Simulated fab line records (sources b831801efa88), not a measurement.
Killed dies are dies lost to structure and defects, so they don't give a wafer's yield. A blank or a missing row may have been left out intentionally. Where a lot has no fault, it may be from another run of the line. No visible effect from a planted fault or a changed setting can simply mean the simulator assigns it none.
Comparing a struck lot with a sound one | flow sfq_line | 41 out of 325 route steps
Sound: wafers L606.2, L606.5, L606.6. Wafers struck: L610.1, L610.2, L610.4. Last of all comes the cause.
Order at every step that has rows: each side's tool, ch and its chambers, its first start. Under that, the readings that differ: sound wafers | struck wafers | difference of the means | sigmas: that difference in standard deviations of wafers without a fault.
alike: words and numbers the same on both sides, and readings whose means are apart by under 2 such deviations; not compared: readings that were withheld, readings missing a value for some wafer, numbers with overlapping values and no deviation given by the record, and bounds like >300 which may hide the same value.
A row with sigmas, a row that says differs or no value, or rows on one side alone: a step with any of these is where the two part. Non-overlapping numbers with no deviation appear without sigmas and do not part them. A reading that every wafer of one side lacks parts them only if that side has two wafers or more.

first, 6 steps without rows for these wafers: SFQ_TRILAYER_M7_LITHO_COAT_182 (resist thk 62 nm); SFQ_TRILAYER_M7_LITHO_COAT_177 (resist thk 600 nm); SFQ_TRILAYER_M7_LITHO_SOFTBAKE_181; SFQ_TRILAYER_M7_LITHO_EXPOSE_178 (exposes mask M7, target cd 500 nm); SFQ_TRILAYER_M7_LITHO_PEB_180 (peb time 60 s); SFQ_TRILAYER_M7_LITHO_DEVELOP_179 (time 60 s).
SFQ_M7_OVL_MEAS_945:
  sound on overlay-02, day 83 10:05; struck on overlay-01, day 83 17:16
  alike: M7_OVL
SFQ_TRILAYER_M7_BARC_OPEN_METAL_ETCH_229: etches BARC in O2, target depth 125 nm, time 41.7 s.
  sound on rie_metal-02 ch 0,1, day 83 10:07; struck on rie_metal-04 ch 0,1, day 83 17:19
  alike: drypump_motor_current_A, oes_product_au
  not compared: rf_hours_counter_h
SFQ_TRILAYER_M7_ETCH_METAL_ETCH_180: etches Nb in Cl2/Ar, stops on SiO2, target depth 240 nm, time 120 s.
  sound on rie_metal-02 ch 0,1, day 83 10:10; struck on rie_metal-04 ch 0,1, day 83 17:22
  alike: drypump_motor_current_A, oes_product_au
  not compared: rf_hours_counter_h
SFQ_TRILAYER_M7_STRIP_STRIP_181: strips in O2.
  sound on rie_metal-02 ch 0,1, day 83 10:18; struck on rie_metal-04 ch 0,1, day 83 17:30
  reading                     | sound          | struck         | difference | sigmas
  drypump_motor_current_A (A) | 5.78 5.76 5.99 | 5.32 5.16 5.32 | -0.58      | -2
  alike: oes_product_au
  not compared: rf_hours_counter_h
then, 1 step without rows for these wafers: SFQ_TRILAYER_M7_STRIP_SOLV_CLEAN_182 (cleans in NMP, time 600 s).
SFQ_TRILAYER_I7_DEP_PECVD_183: deposits SiO2 from SiH4/N2O, time 111.11 s, target thk 500 nm.
  sound on pecvd-04 ch 0,2, day 83 11:04; struck on pecvd-01 ch 0,2, day 83 18:16
  no value came back on the struck wafers for any of 5 readings (chamber_pressure_Torr (Torr), heater_power_outer_w (W) and others); on the sound wafers chamber_pressure_Torr (Torr) reads 2.411 2.410 2.405
then, 1 step without rows for these wafers: SFQ_TRILAYER_I7_CMP_CMP_184 (polishes SiO2).
SFQ_I7_BOW_MEAS_946:
  sound on film_metro-01, day 83 14:10; struck on film_metro-02, day 83 21:21
  alike: I7_BOW
SFQ_TRILAYER_I7_METRO_MEASURE_185:
  sound on film_metro-01, day 83 14:28; struck on film_metro-02, day 83 21:28
then, 6 steps without rows for these wafers: SFQ_TRILAYER_I7_VIA_LITHO_COAT_192 (resist thk 62 nm); SFQ_TRILAYER_I7_VIA_LITHO_COAT_187 (resist thk 650 nm); SFQ_TRILAYER_I7_VIA_LITHO_SOFTBAKE_191; SFQ_TRILAYER_I7_VIA_LITHO_EXPOSE_188 (exposes mask I7, target cd 1000 nm); SFQ_TRILAYER_I7_VIA_LITHO_PEB_190 (peb time 60 s); SFQ_TRILAYER_I7_VIA_LITHO_DEVELOP_189 (time 60 s).
SFQ_I7_OVL_MEAS_947:
  sound on overlay-01, day 83 18:29; struck on overlay-02, day 84 08:40
  reading     | sound | struck   | difference | sigmas
  I7_OVL (nm) | 9 3 2 | -4 -7 -9 | -11        | -2
SFQ_TRILAYER_I7_VIA_BARC_OPEN_VIA_ETCH_260: etches BARC in O2, target depth 125 nm, time 41.7 s.
  sound on rie_diel-01 ch 0,2,3, day 83 18:31; struck on rie_diel-01 ch 0,2,3, day 84 08:43
  alike: drypump_motor_current_A, oes_product_au
  not compared: rf_hours_counter_h
SFQ_TRILAYER_I7_VIA_ETCH_VIA_ETCH_190: etches SiO2 in CHF3, stops on Nb, target depth 260 nm.
  sound on rie_diel-01 ch 0,2,3, day 83 18:33; struck on rie_diel-01 ch 0,2,3, day 84 08:45
  reading                  | sound             | struck            | difference | sigmas
  oes_product_au (a.u.)    | 0.849 0.855 0.850 | 0.375 0.382 0.379 | -0.473     | -86
  model.etch.depth_nm (nm) | 200.7 200.2 199.6 | 0 0 0             | -200       |
  alike: drypump_motor_current_A
then, 6 steps without rows for these wafers: SFQ_TRILAYER_I7_VIA_STRIP_STRIP_191 (strips in O2); SFQ_TRILAYER_I7_VIA_STRIP_SOLV_CLEAN_192 (cleans in NMP, time 600 s); SFQ_TRILAYER_M8_LITHO_LOR_COAT_197; SFQ_TRILAYER_M8_LITHO_LOR_BAKE_198; SFQ_TRILAYER_M8_LITHO_COAT_193 (resist thk 600 nm); SFQ_TRILAYER_M8_LITHO_SOFTBAKE_199.
SFQ_TRILAYER_M8_LITHO_EXPOSE_194: exposes mask M8, target cd 2000 nm.
  sound on krf_scanner-01 ch 0, day 84 02:46; struck on krf_scanner-01, day 84 22:46
  no value came back on the struck wafers for exposure_dose_mJ_cm2, focus_offset_nm (nm); on the sound wafers exposure_dose_mJ_cm2 reads 14.393 14.391 14.400
  alike: mask
then, 2 steps without rows for these wafers: SFQ_TRILAYER_M8_LITHO_PEB_196 (peb time 60 s); SFQ_TRILAYER_M8_LITHO_DEVELOP_195 (img clear 15 s, time 55 s).
SFQ_M8_OVL_MEAS_948:
  sound on overlay-01, day 84 04:04; struck on overlay-02, day 85 00:16
  reading     | sound      | struck | difference                    | sigmas
  M8_OVL (nm) | -15 -8 -18 | - - -  | no value on the struck wafers |
then, 3 steps without rows for these wafers: SFQ_TRILAYER_M8_DEP_EVAP_197 (material Ti, target thk 20 nm, time 100 s); SFQ_TRILAYER_M8_DEP_EVAP_198 (material Pt, target thk 50 nm, time 250 s); SFQ_TRILAYER_M8_DEP_EVAP_196 (material Au, target thk 180 nm, time 900 s).
SFQ_M8_RS_MEAS_949: measurement is done with a four-point probe.
  sound on film_metro-04, day 84 04:52; struck on film_metro-01, day 85 01:03
  alike: M8_AU_RS
SFQ_M8_THK_MEAS_950: measures by xrf.
  sound on film_metro-04, day 84 04:59; struck on film_metro-01, day 85 01:10
  alike: M8_AU_THK
then, 1 step without rows for these wafers: SFQ_TRILAYER_M8_LIFTOFF_LIFTOFF_197 (chemistry NMP, time 600 s).
SFQ_M8_BOW_MEAS_951:
  sound on film_metro-01, day 84 05:13; struck on film_metro-03, day 85 01:24
  reading                 | sound                | struck            | difference | sigmas
  model.etest.m8.ohm_sq   | 0.1513 0.1517 0.1511 | 1e+06 1e+06 1e+06 | +1e+06     |
  model.etest.i7.link_ohm | 1.042 1.046 1.047    | 1e+06 1e+06 1e+06 | +1e+06     |
  alike: M8_BOW

== WHERE THEY PART ==
Last at SFQ_M8_OVL_MEAS_948 as far as this record goes, first at SFQ_TRILAYER_M7_STRIP_STRIP_181. Later steps at which nothing parts them and some readings are alike: SFQ_M8_RS_MEAS_949, SFQ_M8_THK_MEAS_950, SFQ_M8_BOW_MEAS_951.

WHY: what the simulator had put in
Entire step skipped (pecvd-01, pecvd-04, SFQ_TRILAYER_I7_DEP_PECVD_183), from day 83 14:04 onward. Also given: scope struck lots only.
